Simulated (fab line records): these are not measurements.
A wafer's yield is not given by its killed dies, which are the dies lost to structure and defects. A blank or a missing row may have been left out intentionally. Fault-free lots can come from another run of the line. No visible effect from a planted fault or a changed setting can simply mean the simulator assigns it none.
fab line records || flow gf180mcu
record {"lots": 5, "wafers": 15, "lastDay": 33}
route steps=602 shown PASSIVATION@596
lots that met no fault: from a run of the same line without faults
startH: start of the lot's first displayed wafer, in hours after the record's first day || waitH: time in hours since the lot's previous step || " identical to the entry in the row above || L1.1+2: a row that stands for several wafers || - value missing, or start not given || * or withheld: withheld || < > ~ a bound
route shown NAME@n: a module of which the file shows steps, and the number in the route of the first || usual: mean/standard deviation taken from wafers without a fault || same: alike in all rows || chamber/n: place in a boat || sites: each site's reading || _std_site: their standard deviation || _edge_site: inner sites' mean taken away from outer sites' mean || radiusMm: for every site, how far away it sits from the centre of the wafer || mask NAME#n: copy n || behind: tool/chamber where the wafer was last shaped || hold: cause of the lot's hold/its duration in hours/its outcome || device: the transistor (n, p or np) that didn't switch || end of line: the tests these same wafers got at the end of their route || a step without rows: its recipe alone || killed: dies that structure and defects cost at the first sort, which is not the same as the wafer's yield || map: the dies of a wafer, with x for killed, . for not killed, _ for no die there
set.NAME: the run value of the setting; set.NAME@STEP: its run value at that earlier step || model.NAME: the simulator's own value behind a step, which no gauge read
lots at selected steps of the route; one table per step, one row per wafer
services: a tool's chamber out of use, with start hour (startH, from the record's first day; less than 0 if before it), hours out, and reason
## steps
# step GF_PASSIVATION_PEB_09
# recipe {"tempC": 115, "timeS": "withheld"}
{"lot.wafer": "L076.3+4+6", "tool": "lithoTrack-01", "chamber": 0, "startH": "-", "waitH": "-"}
{"lot.wafer": "L083.1+2+5", "tool": "lithoTrack-04", "chamber": 0, "startH": "-", "waitH": "-"}
{"lot.wafer": "L090.4+5+6", "tool": "lithoTrack-01", "chamber": 0, "startH": "-", "waitH": "-"}
{"lot.wafer": "L091.1+3+4", "tool": "lithoTrack-03", "chamber": 0, "startH": "-", "waitH": "-"}
{"lot.wafer": "L092.3+5+6", "tool": "lithoTrack-04", "chamber": 0, "startH": "-", "waitH": "-"}
# step GF_PASSIVATION_DEVELOP_10
# recipe {"developTimeS": 60, "devTempC": 21.98}
{"lot.wafer": "L076.3+4+6", "tool": "lithoTrack-01", "chamber": 0, "startH": "-", "waitH": "-"}
{"lot.wafer": "L083.1+2+5", "tool": "lithoTrack-04", "chamber": 0, "startH": "-", "waitH": "-"}
{"lot.wafer": "L090.4+5+6", "tool": "lithoTrack-01", "chamber": 0, "startH": "-", "waitH": "-"}
{"lot.wafer": "L091.1+3+4", "tool": "lithoTrack-03", "chamber": 0, "startH": "-", "waitH": "-"}
{"lot.wafer": "L092.3+5+6", "tool": "lithoTrack-04", "chamber": 0, "startH": "-", "waitH": "-"}
# step GF_PASSIVATION_ETCH_11
# recipe {"chemistry": "CF4/O2", "targetDepthNm": 2040, "stopOn": "TiN", "sourceW": 800, "biasW": 150, "pressureMtorr": 150, "cf4FlowSccm": 80, "O2_flow_sccm": 10, "timeS": 453.3}
# usual {"drypumpMotorCurrentA": "5.8/0.31", "oesProductAu": "0.989/0.0076", "throttleValvePct": "5.967/0.01"}
{"lot.wafer": "L076.3", "tool": "rieDiel-04", "chamber": 0, "startH": 686.31, "waitH": "-", "drypumpMotorCurrentA": 5.7, "oesProductAu": 0.990, "rfHoursCounterH": 9, "throttleValvePct": 5.989}
{"lot.wafer": "L076.4", "tool": "rieDiel-04", "chamber": 1, "startH": 686.31, "waitH": "-", "drypumpMotorCurrentA": 6.0, "oesProductAu": 0.984, "rfHoursCounterH": 40, "throttleValvePct": 5.950}
{"lot.wafer": "L076.6", "tool": "rieDiel-04", "chamber": 3, "startH": 686.31, "waitH": "-", "drypumpMotorCurrentA": 5.7, "oesProductAu": 0.983, "rfHoursCounterH": "-", "throttleValvePct": 5.957}
{"lot.wafer": "L083.1", "tool": "rieDiel-03", "chamber": 1, "startH": 739.04, "waitH": "-", "drypumpMotorCurrentA": 5.8, "oesProductAu": 0.969, "rfHoursCounterH": 8, "throttleValvePct": 5.953}
{"lot.wafer": "L083.2", "tool": "rieDiel-03", "chamber": 3, "startH": 739.04, "waitH": "-", "drypumpMotorCurrentA": 5.5, "oesProductAu": 0.988, "rfHoursCounterH": 8, "throttleValvePct": 5.966}
{"lot.wafer": "L083.5", "tool": "rieDiel-03", "chamber": 2, "startH": 739.04, "waitH": "-", "drypumpMotorCurrentA": 5.6, "oesProductAu": 0.988, "rfHoursCounterH": "-", "throttleValvePct": 5.960}
{"lot.wafer": "L090.4", "tool": "rieDiel-04", "chamber": 0, "startH": 785.89, "waitH": "-", "drypumpMotorCurrentA": 5.7, "oesProductAu": 0.988, "rfHoursCounterH": "-", "throttleValvePct": 5.972}
{"lot.wafer": "L090.5", "tool": "rieDiel-04", "chamber": 2, "startH": 785.89, "waitH": "-", "drypumpMotorCurrentA": 6.3, "oesProductAu": 0.991, "rfHoursCounterH": "-", "throttleValvePct": 5.968}
{"lot.wafer": "L090.6", "tool": "rieDiel-04", "chamber": 3, "startH": 785.89, "waitH": "-", "drypumpMotorCurrentA": 5.7, "oesProductAu": 0.990, "rfHoursCounterH": "-", "throttleValvePct": 5.977}
{"lot.wafer": "L091.1", "tool": "rieDiel-03", "chamber": 3, "startH": 787.62, "waitH": "-", "drypumpMotorCurrentA": 5.5, "oesProductAu": 0.984, "rfHoursCounterH": 10, "throttleValvePct": 5.978}
{"lot.wafer": "L091.3", "tool": "rieDiel-03", "chamber": 1, "startH": 787.62, "waitH": "-", "drypumpMotorCurrentA": 5.8, "oesProductAu": 0.973, "rfHoursCounterH": 11, "throttleValvePct": 5.974}
{"lot.wafer": "L091.4", "tool": "rieDiel-03", "chamber": 0, "startH": 787.62, "waitH": "-", "drypumpMotorCurrentA": 5.9, "oesProductAu": 0.994, "rfHoursCounterH": 29, "throttleValvePct": 5.977}
{"lot.wafer": "L092.3", "tool": "rieDiel-03", "chamber": 3, "startH": 791.39, "waitH": "-", "drypumpMotorCurrentA": 5.6, "oesProductAu": 0.997, "rfHoursCounterH": 10, "throttleValvePct": 5.957}
{"lot.wafer": "L092.5", "tool": "rieDiel-03", "chamber": 0, "startH": 791.39, "waitH": "-", "drypumpMotorCurrentA": 5.9, "oesProductAu": 0.988, "rfHoursCounterH": "-", "throttleValvePct": 5.968}
{"lot.wafer": "L092.6", "tool": "rieDiel-03", "chamber": 1, "startH": 791.39, "waitH": "-", "drypumpMotorCurrentA": 5.8, "oesProductAu": 0.983, "rfHoursCounterH": "-", "throttleValvePct": 5.958}
# step GF_PASSIVATION_STRIP_12
# recipe {"chemistry": "O2/N2", "powerW": 1400, "pressureMtorr": 1500, "platenTempC": 250, "o2FlowSccm": 3000, "n2FlowSccm": 300, "overashFraction": 0.5}
# usual {"drypumpMotorCurrentA": "5.87/0.27", "heaterPowerW": "321/32", "oesProductAu": "0.718/0.0049", "stripTimeToEndpointS": "33.0/0.32"}
{"lot.wafer": "L076.3", "tool": "plasmaAsher-01", "chamber": 0, "startH": 686.61, "waitH": 0.2, "drypumpMotorCurrentA": 5.99, "heaterPowerW": 319, "oesProductAu": 0.725, "rfHoursCounterH": "-", "stripTimeToEndpointS": 33.4}
{"lot.wafer": "L076.4", "tool": "plasmaAsher-01", "chamber": 1, "startH": 686.61, "waitH": 0.2, "drypumpMotorCurrentA": 6.16, "heaterPowerW": 321, "oesProductAu": 0.713, "rfHoursCounterH": "-", "stripTimeToEndpointS": 33.5}
{"lot.wafer": "L076.6", "tool": "plasmaAsher-01", "chamber": 0, "startH": 686.61, "waitH": 0.2, "drypumpMotorCurrentA": 5.99, "heaterPowerW": 324, "oesProductAu": 0.716, "rfHoursCounterH": "-", "stripTimeToEndpointS": 33.5}
{"lot.wafer": "L083.1", "tool": "plasmaAsher-01", "chamber": 1, "startH": 739.31, "waitH": 0.1, "drypumpMotorCurrentA": 6.17, "heaterPowerW": 331, "oesProductAu": 0.720, "rfHoursCounterH": 96, "stripTimeToEndpointS": 33.6}
{"lot.wafer": "L083.2", "tool": "plasmaAsher-01", "chamber": 0, "startH": 739.31, "waitH": 0.1, "drypumpMotorCurrentA": 5.99, "heaterPowerW": 314, "oesProductAu": 0.726, "rfHoursCounterH": 96, "stripTimeToEndpointS": 33.0}
{"lot.wafer": "L083.5", "tool": "plasmaAsher-01", "chamber": 0, "startH": 739.31, "waitH": 0.1, "drypumpMotorCurrentA": 5.99, "heaterPowerW": 319, "oesProductAu": 0.719, "rfHoursCounterH": "-", "stripTimeToEndpointS": 33.0}
{"lot.wafer": "L090.4", "tool": "plasmaAsher-01", "chamber": 1, "startH": 786.06, "waitH": 0.0, "drypumpMotorCurrentA": 6.16, "heaterPowerW": 320, "oesProductAu": 0.710, "rfHoursCounterH": "-", "stripTimeToEndpointS": 32.9}
{"lot.wafer": "L090.5", "tool": "plasmaAsher-01", "chamber": 1, "startH": 786.06, "waitH": 0.0, "drypumpMotorCurrentA": 6.18, "heaterPowerW": 315, "oesProductAu": 0.714, "rfHoursCounterH": "-", "stripTimeToEndpointS": 32.8}
{"lot.wafer": "L090.6", "tool": "plasmaAsher-01", "chamber": 0, "startH": 786.06, "waitH": 0.0, "drypumpMotorCurrentA": 6.00, "heaterPowerW": 315, "oesProductAu": 0.717, "rfHoursCounterH": "-", "stripTimeToEndpointS": 33.2}
{"lot.wafer": "L091.1", "tool": "plasmaAsher-01", "chamber": 1, "startH": 787.88, "waitH": 0.1, "drypumpMotorCurrentA": 6.15, "heaterPowerW": 326, "oesProductAu": 0.724, "rfHoursCounterH": 103, "stripTimeToEndpointS": 32.6}
{"lot.wafer": "L091.3", "tool": "plasmaAsher-01", "chamber": 1, "startH": 787.88, "waitH": 0.1, "drypumpMotorCurrentA": 6.14, "heaterPowerW": 332, "oesProductAu": 0.712, "rfHoursCounterH": "-", "stripTimeToEndpointS": 33.2}
{"lot.wafer": "L091.4", "tool": "plasmaAsher-01", "chamber": 0, "startH": 787.88, "waitH": 0.1, "drypumpMotorCurrentA": 6.01, "heaterPowerW": 318, "oesProductAu": 0.725, "rfHoursCounterH": "-", "stripTimeToEndpointS": 32.7}
{"lot.wafer": "L092.3", "tool": "plasmaAsher-03", "chamber": 1, "startH": 791.69, "waitH": 0.2, "drypumpMotorCurrentA": 5.48, "heaterPowerW": 279, "oesProductAu": 0.722, "rfHoursCounterH": "-", "stripTimeToEndpointS": 32.8}
{"lot.wafer": "L092.5", "tool": "plasmaAsher-03", "chamber": 1, "startH": 791.69, "waitH": 0.2, "drypumpMotorCurrentA": 5.45, "heaterPowerW": 272, "oesProductAu": 0.716, "rfHoursCounterH": "-", "stripTimeToEndpointS": 33.1}
{"lot.wafer": "L092.6", "tool": "plasmaAsher-03", "chamber": 0, "startH": 791.69, "waitH": 0.2, "drypumpMotorCurrentA": 5.47, "heaterPowerW": 378, "oesProductAu": 0.710, "rfHoursCounterH": "-", "stripTimeToEndpointS": 33.5}
# step GF_PASSIVATION_ANNEAL_13
# recipe {"tempC": 400, "timeS": 1800, "ambient": "N2/H2", "idleTempC": 300, "rampUpCPerMin": 10, "rampDownCPerMin": 3}
{"lot.wafer": "L076.3+4+6", "tool": "furnace-01", "chamber": 0, "startH": 687.59, "waitH": 0.9}
{"lot.wafer": "L083.1+2+5", "tool": "furnace-01", "chamber": 0, "startH": 739.41, "waitH": 0.1}
{"lot.wafer": "L090.4+5+6", "tool": "furnace-02", "chamber": 0, "startH": 786.13, "waitH": 0.0}
{"lot.wafer": "L091.1+3+4", "tool": "furnace-01", "chamber": 0, "startH": 787.98, "waitH": 0.1}
{"lot.wafer": "L092.3+5+6", "tool": "furnace-02", "chamber": 0, "startH": 791.76, "waitH": 0.0}
# step GF_PASSIVATION_BOW_MEAS_14
# recipe {"mode": "bow"}
# usual {"PASSIVATION_BOW": "136/12"}
{"lot.wafer": "L076.3", "tool": "filmMetro-04", "chamber": "-", "startH": 689.13, "waitH": 0.0, "PASSIVATION_BOW[um]": 135}
{"lot.wafer": "L076.4", "tool": "filmMetro-04", "chamber": "-", "startH": 689.13, "waitH": 0.0, "PASSIVATION_BOW[um]": 130}
{"lot.wafer": "L076.6", "tool": "filmMetro-04", "chamber": "-", "startH": 689.13, "waitH": 0.0, "PASSIVATION_BOW[um]": 129}
{"lot.wafer": "L083.1", "tool": "filmMetro-04", "chamber": "-", "startH": 740.91, "waitH": 0.0, "PASSIVATION_BOW[um]": 117}
{"lot.wafer": "L083.2", "tool": "filmMetro-04", "chamber": "-", "startH": 740.91, "waitH": 0.0, "PASSIVATION_BOW[um]": 138}
{"lot.wafer": "L083.5", "tool": "filmMetro-04", "chamber": "-", "startH": 740.91, "waitH": 0.0, "PASSIVATION_BOW[um]": 126}
{"lot.wafer": "L090.4", "tool": "filmMetro-02", "chamber": "-", "startH": 787.69, "waitH": 0.1, "PASSIVATION_BOW[um]": 160}
{"lot.wafer": "L090.5", "tool": "filmMetro-02", "chamber": "-", "startH": 787.69, "waitH": 0.1, "PASSIVATION_BOW[um]": 161}
{"lot.wafer": "L090.6", "tool": "filmMetro-02", "chamber": "-", "startH": 787.69, "waitH": 0.1, "PASSIVATION_BOW[um]": 156}
{"lot.wafer": "L091.1", "tool": "filmMetro-04", "chamber": "-", "startH": 789.48, "waitH": 0.0, "PASSIVATION_BOW[um]": 133}
{"lot.wafer": "L091.3", "tool": "filmMetro-04", "chamber": "-", "startH": 789.48, "waitH": 0.0, "PASSIVATION_BOW[um]": 127}
{"lot.wafer": "L091.4", "tool": "filmMetro-04", "chamber": "-", "startH": 789.48, "waitH": 0.0, "PASSIVATION_BOW[um]": 131}
{"lot.wafer": "L092.3", "tool": "filmMetro-02", "chamber": "-", "startH": 793.30, "waitH": 0.0, "PASSIVATION_BOW[um]": 124}
{"lot.wafer": "L092.5", "tool": "filmMetro-02", "chamber": "-", "startH": 793.30, "waitH": 0.0, "PASSIVATION_BOW[um]": 120}
{"lot.wafer": "L092.6", "tool": "filmMetro-02", "chamber": "-", "startH": 793.30, "waitH": 0.0, "PASSIVATION_BOW[um]": 116}
## services
{"tool": "lithoTrack-03", "chamber": "-", "startH": 663.05, "hours": "-", "kind": "consumableReplace:filter"}
{"tool": "rieDiel-03", "chamber": 2, "startH": 663.24, "hours": 8.8, "kind": "repair"}
{"tool": "furnace-02", "chamber": "-", "startH": 663.33, "hours": 32.3, "kind": "pm"}
{"tool": "rieDiel-03", "chamber": "-", "startH": 663.78, "hours": 28.1, "kind": "pm"}
{"tool": "furnace-01", "chamber": "-", "startH": 695.66, "hours": 4.0, "kind": "pm"}
{"tool": "furnace-02", "chamber": "-", "startH": 700.18, "hours": 3.0, "kind": "pm"}
{"tool": "rieDiel-04", "chamber": "-", "startH": 715.63, "hours": 15.6, "kind": "pm"}
{"tool": "rieDiel-04", "chamber": 1, "startH": 746.35, "hours": 7.6, "kind": "repair"}
{"tool": "rieDiel-03", "chamber": "-", "startH": 750.10, "hours": 0.7, "kind": "repair"}
{"tool": "rieDiel-03", "chamber": 3, "startH": 756.38, "hours": 5.8, "kind": "repair"}
{"tool": "furnace-01", "chamber": "-", "startH": 783.24, "hours": 3.0, "kind": "pm"}
{"tool": "rieDiel-04", "chamber": 1, "startH": 785.05, "hours": "-", "kind": "clean"}
{"tool": "rieDiel-04", "chamber": 1, "startH": 785.05, "hours": 23.1, "kind": "scheduledDown"}
{"tool": "rieDiel-04", "chamber": 1, "startH": 785.05, "hours": 23.1, "kind": "ventCycle"}
## key
fault none
